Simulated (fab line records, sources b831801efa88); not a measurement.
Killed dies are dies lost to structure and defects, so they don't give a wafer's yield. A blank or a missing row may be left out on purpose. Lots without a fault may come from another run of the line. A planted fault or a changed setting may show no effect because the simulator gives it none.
One fault seen from 2 desks | flow sky130 | each desk has only its own numbers; what lay behind them comes last

THE TOOL OWNER'S DESK: rie_si-02
The tool's own readings at SKY_POLY_GATE_ETCH_17 (etches poly-Si in HBr/Cl2, stops on SiO2, target depth 180 nm, time 70.5 s): means of the sampled wafers that have a number, for each lot that ran on this tool. A lot is out of limits, marked OUT, if its mean lies more than 4 standard deviations from the usual mean; the brackets give that distance.
Columns: A = bias_w at SKY_POLY_GATE_ETCH_17, usual 100.00 W; B = chamber_pressure_mTorr at SKY_POLY_GATE_ETCH_17, usual 10.000 mTorr; C = drypump_motor_current_A at SKY_POLY_GATE_ETCH_17, usual 5.8 A; D = oes_product_au at SKY_POLY_GATE_ETCH_17, usual 0.985 a.u.; E = rf_fwd_power_W at SKY_POLY_GATE_ETCH_17, usual 397.1 W; F = throttle_valve_pct at SKY_POLY_GATE_ETCH_17, usual 33.684 %
lot  | first seen here | A      | B      | C   | D     | E               | F
L999 | day 18 00:58    | 100.16 | 9.995  | 5.9 | 0.990 | 397.4           | 33.686
L101 | day 18 03:37    | 100.13 | 9.993  | 5.6 | 0.984 | 396.8           | 33.685
L102 | day 18 19:40    | 99.90  | 9.997  | 5.7 | 1.004 | 460.7 (+49) OUT | 33.681
L104 | day 19 19:01    | 99.89  | 10.005 | 5.6 | 0.989 | 459.9 (+48) OUT | 33.679
L112 | day 22 07:31    | 100.22 | 10.002 | 5.7 | 0.986 | 396.8           | 33.673
L114 | day 22 16:19    | 100.00 | 10.001 | 5.6 | 0.987 | 396.8           | 33.682
L115 | day 23 00:31    | 99.93  | 9.999  | 5.6 | 0.983 | 397.8           | 33.684
L119 | day 24 15:52    | 100.25 | 10.010 | 5.5 | 0.975 | 397.2           | 33.684
This desk's finding: out of limits on L102, L104; first on L102, day 18 19:40 (rf_fwd_power_W at SKY_POLY_GATE_ETCH_17). In limits: L999, L101, L112, L114, L115, L119.

THE METROLOGY DESK
What the gauges read, lot by lot, whatever tool the lot ran on: means of the sampled wafers that have a number. A lot is out of limits, marked OUT, if its mean lies more than 4 standard deviations from the usual mean; the brackets give that distance.
Columns: A = NWELL_00_OVL at SKY_NWELL_OVL_MEAS_10, usual -0.9 nm; B = VT_ADJUST_LVTN_OVL at SKY_VT_ADJUST_LVTN_OVL_MEAS_07, usual -0.3 nm; C = VT_ADJUST_LVTN_01_OVL at SKY_VT_ADJUST_LVTN_OVL_MEAS_18, usual -0.1 nm
lot  | first seen here | A    | B    | C
L999 | day 5 09:08     | -1.6 | -1.2 | 0.9
L100 | day 5 14:23     | -2.2 | -0.1 | 1.7
L101 | day 5 19:34     | -0.3 | -1.7 | -0.8
L102 | day 6 00:59     | 0.9  | 0.3  | 0.5
L103 | day 6 07:49     | -0.7 | -0.1 | 2.0
L104 | day 6 14:19     | -1.0 | -0.3 | -0.7
L111 | day 8 05:19     | 1.2  | 0.6  | -1.0
L112 | day 8 10:49     | -0.8 | -1.0 | 0.3
L113 | day 8 16:28     | -3.4 | 2.9  | -0.2
L114 | day 8 22:16     | 0.1  | -0.8 | -0.1
L115 | day 9 03:10     | -1.5 | -1.2 | -0.2
L116 | day 9 11:10     | 1.2  | -2.3 | -1.8
L119 | day 10 07:47    | -2.2 | -2.3 | 0.6
This desk's finding: nothing out of limits on any of the 13 lots.

PUT TOGETHER
The tool owner's desk could have raised an alarm at day 18 19:40, on L102, L104.
The metrology desk saw nothing out of limits.
The metrology desk has L102, L104 on record, within its limits.
Of the lots named, all ran SKY_POLY_GATE_ETCH_17 on rie_si-02.

WHAT THE SIMULATOR HAD PUT IN
Process parameter drift: rie_si-02, from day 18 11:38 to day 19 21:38, at SKY_POLY_GATE_ETCH_17. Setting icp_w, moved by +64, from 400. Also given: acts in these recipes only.
Lots struck among those shown: L102, L104.
Hours from the fault's start to each desk's first reading out of limits: the tool owner's desk, 8.
